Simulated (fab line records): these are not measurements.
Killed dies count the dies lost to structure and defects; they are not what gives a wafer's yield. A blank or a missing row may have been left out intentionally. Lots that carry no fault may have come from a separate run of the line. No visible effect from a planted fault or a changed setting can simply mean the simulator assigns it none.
Which tool was responsible? | flow gf180mcu | at 1 step of a route of 602, 12 lots with 36 wafers sampled

== WHAT THE GAUGES READ, wafer by wafer ==
GF_CONTACT_CD_MEAS_14: the cd target is 220 nm.
lot  | measured     | on        | cd-nm (nm)
L075 | day 16 16:11 | cd-sem-02 | 217.9 217.9 217.2
L077 | day 17 09:28 | cd-sem-02 | 221.2 219.6 220.8
L079 | day 18 02:16 | cd-sem-01 | 219.1 217.7 219.3
L081 | day 19 03:13 | cd-sem-01 | 220.0 219.9 221.3
L084 | day 19 20:29 | cd-sem-02 | 217.7 218.1 217.3
L085 | day 20 16:13 | cd-sem-02 | 221.4 223.0 222.8
L087 | day 21 05:14 | cd-sem-02 | 220.7 219.3 218.5
L089 | day 21 16:35 | cd-sem-01 | 218.9 219.4 219.7
L091 | day 22 05:20 | cd-sem-01 | 217.4 219.5 218.5
L093 | day 23 04:13 | cd-sem-01 | 220.3 219.8 220.1
L095 | day 23 15:40 | cd-sem-02 | 217.7 218.1 219.2
L097 | day 24 13:40 | cd-sem-01 | 218.0 220.4 221.0

== WHICH TOOL RAN EACH LOT (tool, then ch and the chambers of the sampled wafers, then the start) ==
Record: no process step prior to these readings.

== THE ANSWER, worked out from the rows above alone ==
Rule: usual is defined by the lots themselves. The widest of any qualifying gaps counts: lots, ordered by their means at a reading, are off when they make up no more than a third of the lots, leave a main group of 4 or more, and stand apart from it by 3 or more times the standard deviation of that group's means. A main group whose means are all the same, to the digits that the tables above print for the reading, isn't used. A lot without any number at a reading at which 4 lots or more have one is off too. All remaining lots with rows at the step are treated as sound.
None of the lots is off at any reading shown; this tells nothing.

== WHAT THE SIMULATOR HAD PUT IN ==
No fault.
